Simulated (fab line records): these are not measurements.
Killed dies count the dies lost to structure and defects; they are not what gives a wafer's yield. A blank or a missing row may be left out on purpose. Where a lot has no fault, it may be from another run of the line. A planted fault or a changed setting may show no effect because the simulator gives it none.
Which tool did it? || flow gf180mcu || 36 wafers from 12 lots sampled at 6 of the route's 602 steps

== WHAT THE GAUGES SHOWED, per wafer ==
GF_HV_LDD_OVL_MEAS_32.
{"lot": "L661", "measured": "day 12 23:10", "on": "overlay-02", "HV_LDD_02_OVL (nm)": "-2.0 -2.5 -0.4"}
{"lot": "L662", "measured": "day 13 13:46", "on": "overlay-02", "HV_LDD_02_OVL (nm)": "-1.6 -0.8 -0.5"}
{"lot": "L663", "measured": "day 13 20:28", "on": "overlay-01", "HV_LDD_02_OVL (nm)": "0.6 0.2 0.0"}
{"lot": "L664", "measured": "day 14 04:41", "on": "overlay-01", "HV_LDD_02_OVL (nm)": "3.4 3.4 4.0"}
{"lot": "L665", "measured": "day 14 11:29", "on": "overlay-01", "HV_LDD_02_OVL (nm)": "1.6 2.4 3.4"}
{"lot": "L666", "measured": "day 14 19:19", "on": "overlay-02", "HV_LDD_02_OVL (nm)": "1.8 -0.2 1.6"}
{"lot": "L668", "measured": "day 15 07:41", "on": "overlay-01", "HV_LDD_02_OVL (nm)": "1.0 2.3 -0.3"}
{"lot": "L672", "measured": "day 16 16:50", "on": "overlay-02", "HV_LDD_02_OVL (nm)": "0.6 0.1 -0.3"}
{"lot": "L673", "measured": "day 17 02:37", "on": "overlay-02", "HV_LDD_02_OVL (nm)": "-0.8 -0.6 0.1"}
{"lot": "L675", "measured": "day 17 23:52", "on": "overlay-01", "HV_LDD_02_OVL (nm)": "-1.2 1.2 2.1"}
{"lot": "L676", "measured": "day 18 05:29", "on": "overlay-02", "HV_LDD_02_OVL (nm)": "-2.5 -0.7 0.0"}
{"lot": "L678", "measured": "day 18 16:04", "on": "overlay-02", "HV_LDD_02_OVL (nm)": "-0.2 1.7 0.0"}

GF_HV_LDD_THK_MEAS_57.
{"lot": "L661", "measured": "day 14 01:58", "on": "film-metro-04", "HV_LDD_CVD_56_THK (nm)": "90.1 90.4 90.6"}
{"lot": "L662", "measured": "day 14 13:38", "on": "film-metro-01", "HV_LDD_CVD_56_THK (nm)": "91.1 90.4 90.3"}
{"lot": "L663", "measured": "day 14 21:00", "on": "film-metro-04", "HV_LDD_CVD_56_THK (nm)": "88.7 88.9 89.9"}
{"lot": "L664", "measured": "day 15 05:21", "on": "film-metro-02", "HV_LDD_CVD_56_THK (nm)": "90.9 90.4 90.7"}
{"lot": "L665", "measured": "day 15 12:12", "on": "film-metro-02", "HV_LDD_CVD_56_THK (nm)": "93.1 93.0 93.0"}
{"lot": "L666", "measured": "day 15 20:17", "on": "film-metro-04", "HV_LDD_CVD_56_THK (nm)": "89.8 89.6 90.5"}
{"lot": "L668", "measured": "day 16 08:31", "on": "film-metro-01", "HV_LDD_CVD_56_THK (nm)": "89.1 89.5 89.6"}
{"lot": "L672", "measured": "day 17 19:06", "on": "film-metro-04", "HV_LDD_CVD_56_THK (nm)": "90.3 88.8 90.4"}
{"lot": "L673", "measured": "day 18 05:43", "on": "film-metro-04", "HV_LDD_CVD_56_THK (nm)": "90.5 90.4 90.5"}
{"lot": "L675", "measured": "day 19 05:59", "on": "film-metro-04", "HV_LDD_CVD_56_THK (nm)": "116.8 117.7 117.1 116.9 117.7 117.1"}
{"lot": "L676", "measured": "day 19 11:04", "on": "film-metro-04", "HV_LDD_CVD_56_THK (nm)": "116.2 115.7 116.0 116.2 115.6 116.0"}
{"lot": "L678", "measured": "day 20 10:09", "on": "film-metro-04", "HV_LDD_CVD_56_THK (nm)": "89.9 89.8 89.2"}

GF_NSD_OVL_MEAS_08.
{"lot": "L661", "measured": "day 14 22:52", "on": "overlay-02", "NSD_OVL (nm)": "-0.2 -2.9 -1.7"}
{"lot": "L662", "measured": "day 15 10:40", "on": "overlay-01", "NSD_OVL (nm)": "-2.3 -1.1 -0.3"}
{"lot": "L663", "measured": "day 15 18:04", "on": "overlay-02", "NSD_OVL (nm)": "-0.3 -0.3 -0.6"}
{"lot": "L664", "measured": "day 16 02:49", "on": "overlay-01", "NSD_OVL (nm)": "-1.9 -2.2 -1.8"}
{"lot": "L665", "measured": "day 16 10:22", "on": "overlay-01", "NSD_OVL (nm)": "-0.3 -0.6 -2.2"}
{"lot": "L666", "measured": "day 16 18:46", "on": "overlay-01", "NSD_OVL (nm)": "-0.7 -1.5 -2.7"}
{"lot": "L668", "measured": "day 17 07:04", "on": "overlay-01", "NSD_OVL (nm)": "-1.0 -1.8 -1.2"}
{"lot": "L672", "measured": "day 18 18:29", "on": "overlay-02", "NSD_OVL (nm)": "-0.2 0.3 0.7"}
{"lot": "L673", "measured": "day 19 05:34", "on": "overlay-01", "NSD_OVL (nm)": "-2.3 -1.2 -1.2"}
{"lot": "L675", "measured": "day 20 05:44", "on": "overlay-01", "NSD_OVL (nm)": "0.0 0.7 -1.9"}
{"lot": "L676", "measured": "day 20 11:01", "on": "overlay-01", "NSD_OVL (nm)": "1.3 1.1 0.7"}
{"lot": "L678", "measured": "day 21 10:19", "on": "overlay-01", "NSD_OVL (nm)": "-1.0 0.1 2.5"}

GF_SAB_OVL_MEAS_10.
{"lot": "L661", "measured": "day 16 19:22", "on": "overlay-01", "SAB_OVL (nm)": "-2.2 -3.2 -1.3"}
{"lot": "L662", "measured": "day 17 07:58", "on": "overlay-02", "SAB_OVL (nm)": "-1.6 -2.5 -2.0"}
{"lot": "L663", "measured": "day 17 15:13", "on": "overlay-01", "SAB_OVL (nm)": "1.8 -1.3 -1.2"}
{"lot": "L664", "measured": "day 18 01:52", "on": "overlay-01", "SAB_OVL (nm)": "-0.2 -2.7 0.8"}
{"lot": "L665", "measured": "day 18 07:56", "on": "overlay-01", "SAB_OVL (nm)": "-1.3 -3.2 -2.9"}
{"lot": "L666", "measured": "day 18 18:52", "on": "overlay-02", "SAB_OVL (nm)": "1.0 1.9 -0.4"}
{"lot": "L668", "measured": "day 19 06:55", "on": "overlay-01", "SAB_OVL (nm)": "-1.5 -2.0 -2.9"}
{"lot": "L672", "measured": "day 20 19:01", "on": "overlay-01", "SAB_OVL (nm)": "-0.5 -3.2 -0.3"}
{"lot": "L673", "measured": "day 21 06:03", "on": "overlay-02", "SAB_OVL (nm)": "-2.8 0.1 -1.5"}
{"lot": "L675", "measured": "day 22 05:40", "on": "overlay-01", "SAB_OVL (nm)": "-3.4 -4.2 -3.8"}
{"lot": "L676", "measured": "day 22 11:10", "on": "overlay-02", "SAB_OVL (nm)": "0.5 -1.7 -1.4"}
{"lot": "L678", "measured": "day 23 10:25", "on": "overlay-01", "SAB_OVL (nm)": "-3.0 -3.3 -3.4"}

== TOOL THAT RAN EACH LOT (tool first, then ch and the chambers of the sampled wafers, then the start) ==
{"lot": "L661", "GF_HV_LDD_CVD_56": "lpcvd-02 ch 0, day 14 00:32", "GF_HV_LDD_ETCHBACK_58": "rie-diel-03 ch 0,2, day 14 02:01"}
{"lot": "L662", "GF_HV_LDD_CVD_56": "lpcvd-01 ch 1, day 14 12:11", "GF_HV_LDD_ETCHBACK_58": "rie-diel-03 ch 0,2, day 14 13:41"}
{"lot": "L663", "GF_HV_LDD_CVD_56": "lpcvd-01 ch 0, day 14 19:34", "GF_HV_LDD_ETCHBACK_58": "rie-diel-02 ch 2,3, day 14 21:04"}
{"lot": "L664", "GF_HV_LDD_CVD_56": "lpcvd-01 ch 0, day 15 03:55", "GF_HV_LDD_ETCHBACK_58": "rie-diel-02 ch 1,2,3, day 15 05:24"}
{"lot": "L665", "GF_HV_LDD_CVD_56": "lpcvd-01 ch 0, day 15 10:45", "GF_HV_LDD_ETCHBACK_58": "rie-diel-02 ch 0,1,2, day 15 12:14"}
{"lot": "L666", "GF_HV_LDD_CVD_56": "lpcvd-02 ch 1, day 15 18:51", "GF_HV_LDD_ETCHBACK_58": "rie-diel-02 ch 1,2,3, day 15 20:20"}
{"lot": "L668", "GF_HV_LDD_CVD_56": "lpcvd-02 ch 1, day 16 07:05", "GF_HV_LDD_ETCHBACK_58": "rie-diel-01 ch 1,2,3, day 16 08:34"}
{"lot": "L672", "GF_HV_LDD_CVD_56": "lpcvd-02 ch 1, day 17 17:39", "GF_HV_LDD_ETCHBACK_58": "rie-diel-02 ch 0,1,2, day 17 19:08"}
{"lot": "L673", "GF_HV_LDD_CVD_56": "lpcvd-02 ch 0, day 18 04:17", "GF_HV_LDD_ETCHBACK_58": "rie-diel-02 ch 0,2,3, day 18 05:46"}
{"lot": "L675", "GF_HV_LDD_CVD_56": "lpcvd-01 ch 1, day 19 02:46", "GF_HV_LDD_ETCHBACK_58": "rie-diel-01 ch 1,2, day 19 07:20"}
{"lot": "L676", "GF_HV_LDD_CVD_56": "lpcvd-01 ch 0, day 19 07:51", "GF_HV_LDD_ETCHBACK_58": "rie-diel-01 ch 1,2,3, day 19 12:49"}
{"lot": "L678", "GF_HV_LDD_CVD_56": "lpcvd-02 ch 1, day 20 08:43", "GF_HV_LDD_ETCHBACK_58": "rie-diel-01 ch 0,1,2, day 20 10:13"}
- GF_HV_LDD_CVD_56: deposits Si3N4 from DCS/NH3, target thk 90 nm, time 1543 s.
- GF_HV_LDD_ETCHBACK_58: etches Si3N4 in CH3F/O2, stops on SiO2, time 100 s, target depth 90 nm.

== AS READ BY THE TOOLS THEMSELVES (means over the sampled wafers that have a number; for cases with no such wafer, the mark the record gives instead) ==
GF_HV_LDD_CVD_56.
{"lot": "L661", "tool": "lpcvd-02", "zone-power-top-pct (%)": 24.2}
{"lot": "L662", "tool": "lpcvd-01", "zone-power-top-pct (%)": 26.8}
{"lot": "L663", "tool": "lpcvd-01", "zone-power-top-pct (%)": 29.4}
{"lot": "L664", "tool": "lpcvd-01", "zone-power-top-pct (%)": 29.3}
{"lot": "L665", "tool": "lpcvd-01", "zone-power-top-pct (%)": 29.0}
{"lot": "L666", "tool": "lpcvd-02", "zone-power-top-pct (%)": 22.6}
{"lot": "L668", "tool": "lpcvd-02", "zone-power-top-pct (%)": 22.3}
{"lot": "L672", "tool": "lpcvd-02", "zone-power-top-pct (%)": 22.5}
{"lot": "L673", "tool": "lpcvd-02", "zone-power-top-pct (%)": 24.1}
{"lot": "L675", "tool": "lpcvd-01", "zone-power-top-pct (%)": 26.9}
{"lot": "L676", "tool": "lpcvd-01", "zone-power-top-pct (%)": 28.9}
{"lot": "L678", "tool": "lpcvd-02", "zone-power-top-pct (%)": 22.5}

GF_HV_LDD_ETCHBACK_58.
{"lot": "L661", "tool": "rie-diel-03", "drypump-motor-current-A (A)": 5.3, "oes-product-au (a.u.)": 0.847, "throttle-valve-pct (%)": 10.563}
{"lot": "L662", "tool": "rie-diel-03", "drypump-motor-current-A (A)": 5.3, "oes-product-au (a.u.)": 0.848, "throttle-valve-pct (%)": 10.564}
{"lot": "L663", "tool": "rie-diel-02", "drypump-motor-current-A (A)": 5.9, "oes-product-au (a.u.)": 0.836, "throttle-valve-pct (%)": 10.554}
{"lot": "L664", "tool": "rie-diel-02", "drypump-motor-current-A (A)": 5.7, "oes-product-au (a.u.)": 0.844, "throttle-valve-pct (%)": 10.561}
{"lot": "L665", "tool": "rie-diel-02", "drypump-motor-current-A (A)": 5.9, "oes-product-au (a.u.)": 0.860, "throttle-valve-pct (%)": 10.562}
{"lot": "L666", "tool": "rie-diel-02", "drypump-motor-current-A (A)": 5.7, "oes-product-au (a.u.)": 0.843, "throttle-valve-pct (%)": 10.558}
{"lot": "L668", "tool": "rie-diel-01", "drypump-motor-current-A (A)": 5.6, "oes-product-au (a.u.)": 0.841, "throttle-valve-pct (%)": 10.557}
{"lot": "L672", "tool": "rie-diel-02", "drypump-motor-current-A (A)": 5.9, "oes-product-au (a.u.)": 0.840, "throttle-valve-pct (%)": 10.578}
{"lot": "L673", "tool": "rie-diel-02", "drypump-motor-current-A (A)": 5.9, "oes-product-au (a.u.)": 0.845, "throttle-valve-pct (%)": 10.554}
{"lot": "L675", "tool": "rie-diel-01", "drypump-motor-current-A (A)": 6.0, "oes-product-au (a.u.)": 0.980, "throttle-valve-pct (%)": 10.574}
{"lot": "L676", "tool": "rie-diel-01", "drypump-motor-current-A (A)": 5.6, "oes-product-au (a.u.)": 0.976, "throttle-valve-pct (%)": 10.575}
{"lot": "L678", "tool": "rie-diel-01", "drypump-motor-current-A (A)": 5.9, "oes-product-au (a.u.)": 0.837, "throttle-valve-pct (%)": 10.562}

== THE ANSWER, worked out from the rows above alone ==
Rule: usual is defined by the lots themselves. The widest of any qualifying gaps counts: lots, ordered by their means at a reading, are off when they make up no more than a third of the lots, leave a main group of 4 or more, and stand apart from it by 3 or more times the standard deviation of that group's means. A main group is skipped when, at the precision printed for the reading in the tables above, its means are all equal. A lot without any number at a reading at which 4 lots or more have one is off too. The other lots that the step has rows for count as sound. After the gauges, taken in route order, come the tools' own readings; for these a lot's mean is taken, as printed above. At the first step where some lot is off, the reading lying furthest off is the one used; lots without a number count as furthest.
Off: at GF_HV_LDD_THK_MEAS_57 (HV_LDD_CVD_56_THK), L675, L676. Mean 90.3 nm and standard deviation 1 in the main group.
If a tool, at a process step before that reading, ran all the lots that are off and no sound lot after the first of them, it fits. The gauges at GF_HV_LDD_THK_MEAS_57 aren't tried: what is off there is off at GF_HV_LDD_ETCHBACK_58 too, on other tools, and a gauge's error can't cause that. One fits: lpcvd-01 at GF_HV_LDD_CVD_56. Its last sound lot is L665 (day 15 10:45), its first lot that is off L675 (day 19 02:46): a fault that began between those two fits.

== WHAT THE SIMULATOR HAD PUT IN ==
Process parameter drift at GF_HV_LDD_CVD_56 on lpcvd-01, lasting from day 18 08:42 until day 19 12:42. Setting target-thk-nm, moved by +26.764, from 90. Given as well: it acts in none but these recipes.
Struck lots among those shown: L675, L676. Same finding as the rule above.
